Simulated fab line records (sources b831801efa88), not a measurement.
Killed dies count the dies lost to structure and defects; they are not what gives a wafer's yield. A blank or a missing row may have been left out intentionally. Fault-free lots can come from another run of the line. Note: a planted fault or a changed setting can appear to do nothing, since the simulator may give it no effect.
Which tool was responsible? || flow sky130 || 14 lots, 42 wafers sampled, at 4 steps of a route of 708

## WHAT THE GAUGES SHOWED, per wafer
SKY_DNWELL_TW_MEAS_09. Usual: DNWELL_TW typically reads 1113, with standard deviation 11.
{"lot": "L899", "measured": "day 3 20:26", "on": "film metro-03", "DNWELL_TW": "1125 1118 1131", "flag": ""}
{"lot": "L900", "measured": "day 3 20:32", "on": "film metro-02", "DNWELL_TW": "1105 1104 1102", "flag": ""}
{"lot": "L901", "measured": "day 4 04:25", "on": "film metro-02", "DNWELL_TW": "1108 1103 1103", "flag": ""}
{"lot": "L902", "measured": "day 4 06:43", "on": "film metro-04", "DNWELL_TW": "1117 1107 1116", "flag": ""}
{"lot": "L903", "measured": "day 4 10:17", "on": "film metro-02", "DNWELL_TW": "1102 1098 1101", "flag": ""}
{"lot": "L904", "measured": "day 4 11:20", "on": "film metro-02", "DNWELL_TW": "1103 1098 1101", "flag": ""}
{"lot": "L905", "measured": "day 4 19:12", "on": "film metro-02", "DNWELL_TW": "1110 1102 1111", "flag": ""}
{"lot": "L906", "measured": "day 4 19:32", "on": "film metro-02", "DNWELL_TW": "1108 1097 1108", "flag": ""}
{"lot": "L907", "measured": "day 5 05:53", "on": "film metro-02", "DNWELL_TW": "1102 1106 1109", "flag": ""}
{"lot": "L908", "measured": "day 5 10:20", "on": "film metro-04", "DNWELL_TW": "1118 1123 1121", "flag": ""}
{"lot": "L911", "measured": "day 5 20:11", "on": "film metro-03", "DNWELL_TW": "1126 1127 1130", "flag": ""}
{"lot": "L915", "measured": "day 6 21:29", "on": "film metro-03", "DNWELL_TW": "1131 1127 1133", "flag": ""}
{"lot": "L917", "measured": "day 7 04:05", "on": "film metro-02", "DNWELL_TW": "1103 1110 1107", "flag": ""}
{"lot": "L918", "measured": "day 7 13:00", "on": "film metro-02", "DNWELL_TW": "1106 1108 1110", "flag": ""}

SKY_VT_ADJUST_LVTN_OVL_MEAS_07. Usual: VT_ADJUST_LVTN_OVL typically reads -0.5 nm, with standard deviation 1.6.
{"lot": "L899", "measured": "day 7 17:26", "on": "overlay-01", "VT_ADJUST_LVTN_OVL (nm)": "-4.4 -4.2 -3.9", "flag": ""}
{"lot": "L900", "measured": "day 7 18:22", "on": "overlay-01", "VT_ADJUST_LVTN_OVL (nm)": "-2.2 -3.0 -1.0", "flag": ""}
{"lot": "L901", "measured": "day 8 02:45", "on": "overlay-01", "VT_ADJUST_LVTN_OVL (nm)": "1.3 0.0 -0.5", "flag": ""}
{"lot": "L902", "measured": "day 8 06:32", "on": "overlay-01", "VT_ADJUST_LVTN_OVL (nm)": "3.3 2.3 2.8", "flag": ""}
{"lot": "L903", "measured": "day 8 09:20", "on": "overlay-01", "VT_ADJUST_LVTN_OVL (nm)": "-0.6 -1.0 0.1", "flag": ""}
{"lot": "L904", "measured": "day 8 10:01", "on": "overlay-02", "VT_ADJUST_LVTN_OVL (nm)": "-1.5 -0.1 -0.1", "flag": ""}
{"lot": "L905", "measured": "day 8 21:29", "on": "overlay-01", "VT_ADJUST_LVTN_OVL (nm)": "-0.1 -1.0 -0.3", "flag": ""}
{"lot": "L906", "measured": "day 8 21:38", "on": "overlay-02", "VT_ADJUST_LVTN_OVL (nm)": "-0.8 -2.1 -1.2", "flag": ""}
{"lot": "L907", "measured": "day 9 08:32", "on": "overlay-01", "VT_ADJUST_LVTN_OVL (nm)": "-1.1 -1.0 -1.4", "flag": ""}
{"lot": "L908", "measured": "day 9 15:23", "on": "overlay-01", "VT_ADJUST_LVTN_OVL (nm)": "-0.5 -0.9 0.3", "flag": ""}
{"lot": "L911", "measured": "day 10 03:02", "on": "overlay-01", "VT_ADJUST_LVTN_OVL (nm)": "-0.6 1.6 -1.6", "flag": ""}
{"lot": "L915", "measured": "day 11 10:44", "on": "overlay-02", "VT_ADJUST_LVTN_OVL (nm)": "0.3 0.2 0.7", "flag": ""}
{"lot": "L917", "measured": "day 11 17:49", "on": "overlay-02", "VT_ADJUST_LVTN_OVL (nm)": "0.7 0.7 1.4", "flag": ""}
{"lot": "L918", "measured": "day 12 02:47", "on": "overlay-02", "VT_ADJUST_LVTN_OVL (nm)": "2.2 1.0 0.0", "flag": ""}

SKY_VT_ADJUST_LVTN_TW_MEAS_10. Usual: VT_ADJUST_LVTN_TW typically reads 241.2, with standard deviation 2.
{"lot": "L899", "measured": "day 7 17:44", "on": "film metro-04", "VT_ADJUST_LVTN_TW": "242.7 241.1 242.0", "flag": ""}
{"lot": "L900", "measured": "day 7 18:40", "on": "film metro-04", "VT_ADJUST_LVTN_TW": "244.6 241.6 242.8", "flag": ""}
{"lot": "L901", "measured": "day 8 03:03", "on": "film metro-04", "VT_ADJUST_LVTN_TW": "241.8 242.3 241.9", "flag": ""}
{"lot": "L902", "measured": "day 8 06:49", "on": "film metro-01", "VT_ADJUST_LVTN_TW": "241.3 242.3 241.7", "flag": ""}
{"lot": "L903", "measured": "day 8 09:38", "on": "film metro-02", "VT_ADJUST_LVTN_TW": "237.7 237.6 239.1", "flag": ""}
{"lot": "L904", "measured": "day 8 10:18", "on": "film metro-02", "VT_ADJUST_LVTN_TW": "239.8 238.0 237.9", "flag": ""}
{"lot": "L905", "measured": "day 8 21:47", "on": "film metro-04", "VT_ADJUST_LVTN_TW": "242.4 242.0 241.5", "flag": ""}
{"lot": "L906", "measured": "day 8 21:55", "on": "film metro-02", "VT_ADJUST_LVTN_TW": "240.8 239.7 239.3", "flag": ""}
{"lot": "L907", "measured": "day 9 08:49", "on": "film metro-01", "VT_ADJUST_LVTN_TW": "241.7 243.1 240.5", "flag": ""}
{"lot": "L908", "measured": "day 9 15:41", "on": "film metro-04", "VT_ADJUST_LVTN_TW": "244.3 244.2 244.6", "flag": ""}
{"lot": "L911", "measured": "day 10 03:19", "on": "film metro-04", "VT_ADJUST_LVTN_TW": "243.9 242.5 243.1", "flag": ""}
{"lot": "L915", "measured": "day 11 11:01", "on": "film metro-02", "VT_ADJUST_LVTN_TW": "238.7 238.4 239.6", "flag": ""}
{"lot": "L917", "measured": "day 11 18:06", "on": "film metro-02", "VT_ADJUST_LVTN_TW": "239.5 239.6 238.2", "flag": ""}
{"lot": "L918", "measured": "day 12 03:05", "on": "film metro-02", "VT_ADJUST_LVTN_TW": "239.0 238.7 238.9", "flag": ""}

## TOOL THAT RAN EACH LOT (tool first, then ch and the chambers of the sampled wafers, then the start)
{"lot": "L899", "SKY_FIELD_ISO_CVD_24": "hdpcvd-01 ch 0,1,2, day 2 12:36"}
{"lot": "L900", "SKY_FIELD_ISO_CVD_24": "hdpcvd-02 ch 0,1, day 2 12:36"}
{"lot": "L901", "SKY_FIELD_ISO_CVD_24": "hdpcvd-01 ch 0,1,2, day 2 22:25"}
{"lot": "L902", "SKY_FIELD_ISO_CVD_24": "hdpcvd-01 ch 1,2, day 3 05:10"}
{"lot": "L903", "SKY_FIELD_ISO_CVD_24": "hdpcvd-01 ch 0,1,2, day 3 12:34"}
{"lot": "L904", "SKY_FIELD_ISO_CVD_24": "hdpcvd-02 ch 0,1,2, day 3 12:34"}
{"lot": "L905", "SKY_FIELD_ISO_CVD_24": "hdpcvd-01 ch 1,2, day 3 20:34"}
{"lot": "L906", "SKY_FIELD_ISO_CVD_24": "hdpcvd-01 ch 0,1,2, day 3 21:08"}
{"lot": "L907", "SKY_FIELD_ISO_CVD_24": "hdpcvd-01 ch 1,2, day 4 05:23"}
{"lot": "L908", "SKY_FIELD_ISO_CVD_24": "hdpcvd-01 ch 0,2, day 4 09:34"}
{"lot": "L911", "SKY_FIELD_ISO_CVD_24": "hdpcvd-02 ch 0,1,2, day 4 21:44"}
{"lot": "L915", "SKY_FIELD_ISO_CVD_24": "hdpcvd-01 ch 1,2, day 5 19:51"}
{"lot": "L917", "SKY_FIELD_ISO_CVD_24": "hdpcvd-01 ch 0,2, day 6 04:28"}
{"lot": "L918", "SKY_FIELD_ISO_CVD_24": "hdpcvd-02 ch 0,2, day 6 10:07"}
- SKY_FIELD_ISO_CVD_24: deposits SiO2, target thk 595 nm, time 99.2 s.

## AS READ BY THE TOOLS THEMSELVES (means over the sampled wafers that have a number; for cases with no such wafer, the mark the record gives instead)
SKY_FIELD_ISO_CVD_24. Usual: pressure mtorr 6.000 mTorr, standard deviation 0.013; susceptor temp C 649.96 C, standard deviation 0.29.
{"lot": "L899", "tool": "hdpcvd-01", "pressure mtorr (mTorr)": 5.994, "susceptor temp C (C)": 650.37, "flag": ""}
{"lot": "L900", "tool": "hdpcvd-02", "pressure mtorr (mTorr)": 6.002, "susceptor temp C (C)": 649.96, "flag": ""}
{"lot": "L901", "tool": "hdpcvd-01", "pressure mtorr (mTorr)": 5.991, "susceptor temp C (C)": 649.51, "flag": ""}
{"lot": "L902", "tool": "hdpcvd-01", "pressure mtorr (mTorr)": 5.990, "susceptor temp C (C)": 649.60, "flag": ""}
{"lot": "L903", "tool": "hdpcvd-01", "pressure mtorr (mTorr)": 6.008, "susceptor temp C (C)": 649.80, "flag": ""}
{"lot": "L904", "tool": "hdpcvd-02", "pressure mtorr (mTorr)": 5.993, "susceptor temp C (C)": 650.21, "flag": ""}
{"lot": "L905", "tool": "hdpcvd-01", "pressure mtorr (mTorr)": 5.994, "susceptor temp C (C)": 649.72, "flag": ""}
{"lot": "L906", "tool": "hdpcvd-01", "pressure mtorr (mTorr)": 5.987, "susceptor temp C (C)": 649.96, "flag": ""}
{"lot": "L907", "tool": "hdpcvd-01", "pressure mtorr (mTorr)": 6.003, "susceptor temp C (C)": 649.87, "flag": ""}
{"lot": "L908", "tool": "hdpcvd-01", "pressure mtorr (mTorr)": 6.007, "susceptor temp C (C)": 650.05, "flag": ""}
{"lot": "L911", "tool": "hdpcvd-02", "pressure mtorr (mTorr)": 5.998, "susceptor temp C (C)": 650.15, "flag": ""}
{"lot": "L915", "tool": "hdpcvd-01", "pressure mtorr (mTorr)": 6.806, "susceptor temp C (C)": 650.13, "flag": "OFF"}
{"lot": "L917", "tool": "hdpcvd-01", "pressure mtorr (mTorr)": 6.398, "susceptor temp C (C)": 650.13, "flag": "OFF"}
{"lot": "L918", "tool": "hdpcvd-02", "pressure mtorr (mTorr)": 5.998, "susceptor temp C (C)": 650.04, "flag": ""}

## THE ANSWER, worked out from the rows above alone
Rule: lot off if the mean of its wafers having a number is beyond 3 standard deviations from the usual mean. A lot without any number at a reading at which 4 lots or more have one is off too. All remaining lots with rows at the step are treated as sound. Order of review: gauges by route order, followed by the tools' own readings, for which a lot's mean as printed above is used. At the first step where some lot is off, the reading lying furthest off is the one used; lots without a number count as furthest.
Off, at SKY_FIELD_ISO_CVD_24 on pressure mtorr: L915, L917.
A tool fits if, at that step or a process step before it, it ran every lot that is off, and no sound lot after the first of them. One candidate fits, namely hdpcvd-01 at SKY_FIELD_ISO_CVD_24. A fault onset in the window from L908 (day 4 09:34, its last sound lot) to L915 (day 5 19:51, its first lot off) fits.
The tool's own readings at SKY_FIELD_ISO_CVD_24 bear it out: on the lots that are off they differ by more than 5 times the standard deviation of the sound lots' means. pressure mtorr reads 6.602 mTorr there against 5.997 mTorr on the sound lots.

## WHAT THE SIMULATOR PUT IN
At SKY_FIELD_ISO_CVD_24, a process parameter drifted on hdpcvd-01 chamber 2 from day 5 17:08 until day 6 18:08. From 6, the setting pressure mtorr moved by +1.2. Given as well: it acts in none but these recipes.
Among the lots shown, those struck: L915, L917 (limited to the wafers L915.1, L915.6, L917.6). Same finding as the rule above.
